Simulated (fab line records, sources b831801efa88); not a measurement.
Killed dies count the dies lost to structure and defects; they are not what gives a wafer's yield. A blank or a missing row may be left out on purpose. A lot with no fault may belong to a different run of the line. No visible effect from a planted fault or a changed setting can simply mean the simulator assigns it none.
fab line records	flow sky130
record lots=14	wafers=42	last-day=51
route steps=708 shown METAL4@634 VIA4@641 METAL5@673
lots with no fault: from the same line, run without faults
start-h: the number of hours between the record's first day and the start of the first shown wafer of the lot	wait-h: hours since the lot's step before	" identical to the entry in the row above	L1.1+2: one row covering several wafers at once	- no value, or no start given	* or withheld: withheld	< > ~ a bound
route shown NAME@n: names a module that has steps shown in the file, with the first one's number in the route	usual: mean/standard deviation of fault-free wafers	same: alike in all rows	chamber/n: place in a boat	sites: each site's reading	_std_site: standard deviation of those values	_edge_site: the outer-site mean with the inner-site mean subtracted	radius-mm: how far each site lies from the wafer's centre	mask NAME#n: copy n	behind: the last tool/chamber to shape the wafer	hold: why the lot was held/for how many hours/how that ended	device: transistor that didn't switch, given as n, p or np	end of line: the same wafers' tests at the end of the route	where a step has no rows: the recipe by itself	killed: dies lost to structure and defects at the first sort, not the wafer's yield	map: a wafer's dies, x killed, . not, _ none there
set.NAME: setting as actually run; set.NAME@STEP: the setting as run at that earlier step	model.NAME: the simulator's own value behind a step, which no gauge read
route steps across a sampled set of lots; one table per step, one row per wafer
services: from which hour (start-h, from the record's first day; less than 0 if before it) a tool's chamber was out of use, for how many hours, and why
## steps
# step SKY_METAL4_METAL_ETCH_18
# recipe target-depth-a=8450	stop-on=SiO2	over-etch-frac=0.3	time-s=183.1	chemistry=Cl2/BCl3	resist-sidewall-deg=88	pressure-mtorr=10	icp-w=900	bias-w=48.5	Cl2_flow_sccm=60	bcl3-flow-sccm=30
# usual bias-w=48.46/0.14	drypump-motor-current-A=5.9/0.5	oes-product-au=0.866/0.0063	throttle-valve-pct=22.264/0.0089
lot.wafer	tool	chamber	start-h	wait-h	bias-w	drypump-motor-current-A	oes-product-au	rf-hours-counter-h	throttle-valve-pct
L327.1	rie-metal-02	0	999.99	0.0	48.51	5.6	0.864	10	22.269
L327.2	"	1	"	"	48.56	6.2	0.875	14	22.250
L327.4	"	1	"	"	48.29	6.2	0.864	-	22.266
L331.1	rie-metal-01	1	1001.74	0.0	48.81	5.7	0.870	4	22.267
L331.3	"	1	"	"	48.43	5.8	0.865	-	22.256
L331.5	"	1	"	"	48.54	5.7	0.859	-	22.272
L326.1	rie-metal-01	0	1002.09	0.0	48.38	6.2	0.854	12	22.267
L326.3	"	1	"	"	48.55	5.7	0.870	-	22.254
L326.5	"	0	"	"	48.56	6.3	0.869	-	22.251
L330.4	rie-metal-01	1	1002.50	0.1	48.10	5.7	0.864	-	22.264
L330.5	"	1	"	"	48.32	5.8	0.863	-	22.259
L330.6	"	0	"	"	48.27	6.2	0.866	-	22.252
L333.1	rie-metal-04	1	1004.64	0.0	48.57	6.2	0.857	11	22.271
L333.3	"	0	"	"	48.55	4.6	0.860	-	22.259
L333.6	"	1	"	"	48.54	6.1	0.866	-	22.278
L334.2	rie-metal-02	0	1029.12	0.1	48.48	5.7	0.876	-	22.246
L334.3	"	0	"	"	48.40	5.7	0.869	-	22.258
L334.4	"	0	"	"	48.41	5.7	0.874	-	22.266
L335.1	rie-metal-02	0	1030.04	0.0	48.29	5.6	0.866	13	22.266
L335.4	"	0	"	"	48.53	5.7	0.856	-	22.263
L335.6	"	1	"	"	48.46	6.2	0.860	-	22.265
L336.4	rie-metal-04	0	1034.20	0.1	48.66	4.6	0.872	-	22.264
L336.5	"	0	"	"	48.77	4.6	0.857	-	22.257
L336.6	"	1	"	"	48.18	6.2	0.868	-	22.268
L338.1	rie-metal-01	0	1129.94	0.0	48.24	6.2	0.873	21	22.271
L338.2	"	0	"	"	48.38	6.2	0.870	-	22.248
L338.3	"	0	"	"	48.32	6.2	0.861	-	22.260
L339.2	rie-metal-01	0	1130.85	0.1	48.41	6.3	0.865	-	22.265
L339.5	"	0	"	"	48.63	6.3	0.861	-	22.262
L339.6	"	0	"	"	48.41	6.3	0.870	-	22.262
L340.3	rie-metal-02	1	1131.20	0.1	48.31	6.2	0.859	-	22.250
L340.4	"	0	"	"	48.64	5.7	0.861	-	22.260
L340.6	"	0	"	"	48.77	5.7	0.869	-	22.264
L345.1	rie-metal-01	0	1131.39	0.0	48.28	6.3	0.866	22	22.269
L345.2	"	0	"	"	48.30	6.3	0.866	-	22.278
L345.6	"	0	"	"	48.43	6.3	0.860	-	22.267
L348.2	rie-metal-02	0	1140.84	0.0	48.36	5.7	0.866	22	22.267
L348.4	"	1	"	"	48.35	6.2	0.862	-	22.263
L348.5	"	0	"	"	48.27	5.7	0.864	-	22.259
L349.1	rie-metal-02	0	1141.54	0.0	48.47	5.7	0.867	22	22.261
L349.2	"	1	"	"	48.44	6.2	0.870	25	22.265
L349.6	"	0	"	"	48.32	5.7	0.873	-	22.268
# step SKY_VIA4_CMP_02
# recipe material=SiO2	down-force-psi=4	platen-rpm=60	pad-velocity-m-s=0.94248
# usual motor-current-A=12.1/1.8
lot.wafer	tool	chamber	start-h	wait-h	motor-current-A
L327.4	cmp-02	1	1001.65	0.3	11.2
L327.2	"	2	"	"	15.4
L327.1	"	0	"	"	11.6
L331.1	cmp-02	1	1003.20	0.1	11.3
L331.3	"	2	"	"	15.6
L331.5	"	0	"	"	11.1
L326.1	cmp-02	1	1003.59	0.1	11.1
L326.3	"	3	"	"	9.5
L326.5	"	2	"	"	14.6
L330.4	cmp-01	0	1004.18	0.3	10.9
L330.6	"	2	"	"	12.6
L330.5	"	3	"	"	13.7
L333.3	cmp-01	0	1006.34	0.3	10.6
L333.1	"	3	"	"	13.6
L333.6	"	1	"	"	11.9
L334.2	cmp-02	0	1030.66	0.0	10.9
L334.4	"	1	"	"	11.6
L334.3	"	2	"	"	14.1
L335.1	cmp-02	3	1031.62	0.1	9.3
L335.4	"	1	"	"	11.0
L335.6	"	2	"	"	15.6
L336.4	cmp-01	0	1035.30	0.1	10.3
L336.6	"	2	"	"	13.1
L336.5	"	3	"	"	13.7
L338.2	cmp-02	3	1131.14	0.0	9.3
L338.1	"	0	"	"	11.6
L338.3	"	2	"	"	14.1
L340.4	cmp-01	0	1132.20	0.1	10.8
L340.3	"	2	"	"	12.7
L340.6	"	0	"	"	10.3
L339.2	cmp-02	1	1132.21	0.2	10.2
L339.5	"	2	"	"	15.5
L339.6	"	3	"	"	9.5
L345.2	cmp-02	1	1132.64	0.1	11.2
L345.1	"	2	"	"	14.9
L345.6	"	0	"	"	11.0
L348.4	cmp-01	2	1141.86	0.0	13.8
L348.2	"	1	"	"	12.6
L348.5	"	3	"	"	14.5
L349.1	cmp-02	2	1142.59	0.1	14.8
L349.2	"	1	"	"	10.3
L349.6	"	3	"	"	9.1
# step SKY_VIA4_BOW_MEAS_03
# recipe mode=bow
# usual VIA4_BOW=82/7.8
lot.wafer	tool	chamber	start-h	wait-h	VIA4_BOW[um]
L327.1	film-metro-04	-	1001.95	0.1	84
L327.2	"	-	"	"	82
L327.4	"	-	"	"	77
L331.1	film-metro-01	-	1003.40	0.1	83
L331.3	"	-	"	"	101
L331.5	"	-	"	"	85
L326.1	film-metro-04	-	1003.89	0.2	90
L326.3	"	-	"	"	80
L326.5	"	-	"	"	86
L330.4	film-metro-02	-	1004.49	0.3	84
L330.5	"	-	"	"	91
L330.6	"	-	"	"	92
L333.1	film-metro-02	-	1006.64	0.1	85
L333.3	"	-	"	"	82
L333.6	"	-	"	"	86
L334.2	film-metro-04	-	1030.99	0.3	82
L334.3	"	-	"	"	66
L334.4	"	-	"	"	78
L335.1	film-metro-01	-	1031.87	0.2	96
L335.4	"	-	"	"	90
L335.6	"	-	"	"	84
L336.4	film-metro-01	-	1035.56	0.2	82
L336.5	"	-	"	"	78
L336.6	"	-	"	"	86
L338.1	film-metro-04	-	1131.44	0.2	81
L338.2	"	-	"	"	73
L338.3	"	-	"	"	70
L339.2	film-metro-01	-	1132.38	0.1	90
L339.5	"	-	"	"	83
L339.6	"	-	"	"	79
L340.3	film-metro-04	-	1132.49	0.1	82
L340.4	"	-	"	"	86
L340.6	"	-	"	"	77
L345.1	film-metro-04	-	1132.89	0.1	76
L345.2	"	-	"	"	77
L345.6	"	-	"	"	77
L348.2	film-metro-04	-	1142.18	0.1	85
L348.4	"	-	"	"	87
L348.5	"	-	"	"	87
L349.1	film-metro-01	-	1142.89	0.2	91
L349.2	"	-	"	"	79
L349.6	"	-	"	"	79
# step SKY_METAL5_PEB_12
# recipe temp-c=withheld	time-s=*	resist=NOVOLAK
# usual chill-plate-temp-C=*	exhaust-pa=45.0/0.9
lot.wafer	tool	chamber	start-h	wait-h	chill-plate-temp-C	exhaust-pa
L327.1	litho-track-01	0	1048.18	-	*	44.4
L327.2	"	0	"	"	*	44.9
L327.4	"	0	"	"	*	45.5
L331.1	litho-track-01	0	1049.98	-	*	46.2
L331.3	"	0	"	"	*	45.9
L331.5	"	0	"	"	*	44.5
L326.1	litho-track-01	0	1050.28	-	*	45.8
L326.3	"	0	"	"	*	44.8
L326.5	"	0	"	"	*	44.5
L330.4	litho-track-04	0	1050.71	-	*	45.2
L330.5	"	0	"	"	*	44.7
L330.6	"	0	"	"	*	46.8
L333.1	litho-track-03	0	1052.79	-	*	45.7
L333.3	"	0	"	"	*	44.3
L333.6	"	0	"	"	*	46.4
L334.2	litho-track-04	0	1078.61	-	*	43.0
L334.3	"	0	"	"	*	46.2
L334.4	"	0	"	"	*	44.3
L335.1	litho-track-01	0	1079.23	-	*	45.6
L335.4	"	0	"	"	*	43.5
L335.6	"	0	"	"	*	44.4
L336.4	litho-track-04	0	1082.71	-	*	46.0
L336.5	"	0	"	"	*	44.2
L336.6	"	0	"	"	*	46.6
L338.1	litho-track-04	0	1169.23	-	*	43.5
L338.2	"	0	"	"	*	44.9
L338.3	"	0	"	"	*	44.2
L339.2	litho-track-01	0	1170.36	-	*	44.1
L339.5	"	0	"	"	*	44.4
L339.6	"	0	"	"	*	44.5
L340.3	litho-track-01	-	1170.68	-	-	-
L340.4	"	-	"	"	-	-
L340.6	"	-	"	"	-	-
L345.1	litho-track-01	-	1170.93	-	-	-
L345.2	"	-	"	"	-	-
L345.6	"	-	"	"	-	-
L348.2	litho-track-03	0	1178.61	-	*	44.5
L348.4	"	0	"	"	*	45.5
L348.5	"	0	"	"	*	45.5
L349.1	litho-track-03	0	1178.89	-	*	44.0
L349.2	"	0	"	"	*	44.4
L349.6	"	0	"	"	*	44.2
## services
tool	chamber	start-h	hours	kind
rie-metal-01	-	1013.48	0.5	repair
rie-metal-02	1	1015.54	14.1	repair
cmp-01	-	1051.17	1.5	repair
cmp-01	-	1062.67	1.7	repair
rie-metal-04	0	1062.89	6.8	repair
cmp-01	-	1072.69	5.3	pm
cmp-02	-	1084.00	4.0	pm
cmp-02	-	1088.00	-	consumable-replace:conditioner
cmp-02	-	1088.00	-	consumable-replace:pad
cmp-01	-	1092.75	5.9	pm
cmp-02	-	1109.85	4.8	pm
rie-metal-01	1	1113.66	22.3	repair
rie-metal-02	0	1165.34	1.3	repair
cmp-01	-	1169.77	4.0	pm
cmp-01	-	1173.77	-	consumable-replace:conditioner
cmp-01	-	1173.77	-	consumable-replace:pad
cmp-02	-	1173.77	21.3	pm
## key
first-sign step=SKY_METAL5_PEB_12	reading=tool-record	direction=missing
effect none on later readings
met-at SKY_METAL5_PEB_12
struck-lots L340,L345
sort-left-out L340.3,L340.4,L340.6,L345.1,L345.2,L345.6
not-acting-at SKY_METAL4_METAL_ETCH_18,SKY_VIA4_CMP_02,SKY_VIA4_BOW_MEAS_03
onset-between 1170.36 1170.68
fault kind=skipped-step-whole	tool=litho-track-01	chamber=-	onset-h=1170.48	steps=SKY_METAL5_PEB_12	scope=struck-lots-only
# sort-left-out: the simulated sort isn't trusted on such a fault, so these wafers' sort isn't shown, and their yield isn't known
